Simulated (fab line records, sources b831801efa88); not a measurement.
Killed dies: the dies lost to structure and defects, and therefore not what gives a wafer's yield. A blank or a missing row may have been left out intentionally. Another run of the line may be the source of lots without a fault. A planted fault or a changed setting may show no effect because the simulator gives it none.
Matching of chambers -- flow sky130 -- SKY_VIA1_CMP_24 on cmp-02: 4 sister chambers
The step polishes, stops on SiO2, t overpolish 15 s, target thk 0 nm. 20 wafers are shown with their chamber, then 10 later ones without.

## WAFERS, EACH WITH ITS CHAMBER
wafer,chamber,timeToEndpointS (s),motorCurrentA (A),slurryFilterDpKPa (kPa)
L075.2,0,66,10.4,13.50
L075.3,2,55,11.4,13.55
L075.5,1,65,10.6,13.43
L077.1,0,67,10.6,13.63
L077.2,1,62,10.8,13.56
L077.6,0,66,10.2,13.56
L078.2,2,59,10.9,13.37
L078.3,0,72,10.0,13.61
L078.4,3,75,10.7,13.54
L079.1,0,68,9.5,13.70
L079.3,2,52,10.0,13.71
L079.6,1,61,11.4,13.56
L084.3,1,66,10.7,13.37
L084.4,2,57,10.0,13.48
L084.6,0,71,9.7,13.68
L085.1,0,71,10.1,13.53
L085.2,1,67,10.9,13.46
L085.3,2,61,10.9,13.59
L086.1,3,75,10.9,13.44
L086.4,2,57,10.5,13.61

SIGNATURES (means of the wafers above)
reading,chamber 0,chamber 1,chamber 2,chamber 3,scatter within a chamber
timeToEndpointS,68.71,64.20,56.83,75.00,2.68
motorCurrentA,10.071,10.880,10.617,10.800,0.421
slurryFilterDpKPa,13.6014,13.4760,13.5517,13.4900,0.0918
Rule: for a wafer and a chamber, the distance is found by dividing, reading by reading, the gap between the wafer's reading and the chamber's mean by the reading's scatter, squaring, summing and taking the root. The wafer belongs to the nearest chamber; if the next one is less than 2 further off, it can't be placed. The scatter: take each reading less its chamber's mean, square it, sum over the shown wafers, divide by the number of wafers less the number of chambers, and take the root.

## WAFERS WITHOUT THEIR CHAMBER
wafer,timeToEndpointS (s),motorCurrentA (A),slurryFilterDpKPa (kPa)
L086.5,71,10.4,13.55
L088.1,67,10.8,13.32
L088.3,78,10.5,13.64
L088.5,64,11.2,13.40
L089.3,67,9.9,13.55
L089.4,70,11.0,13.53
L089.6,66,10.8,13.58
L096.3,66,11.2,13.16
L096.4,69,10.7,13.50
L096.5,72,10.2,13.24

## WHICH CHAMBER EACH ONE RAN IN
wafer,from the rows above,in truth
L086.5,can't be placed: 0 or 3 or 1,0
L088.1,can't be placed: 1 or 3 or 0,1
L088.3,can't be placed: 3 or 0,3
L088.5,1,1
L089.3,can't be placed: 0 or 1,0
L089.4,can't be placed: 3 or 1 or 0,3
L089.6,can't be placed: 1 or 0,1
L096.3,can't be placed: 1 or 3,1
L096.4,can't be placed: 1 or 0 or 3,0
L096.5,can't be placed: 3 or 0 or 1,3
Correct placement for 1 of the 10. From these rows, 9 cannot be placed; in 9 the true chamber is one of the candidates. Placed wrongly: 0.
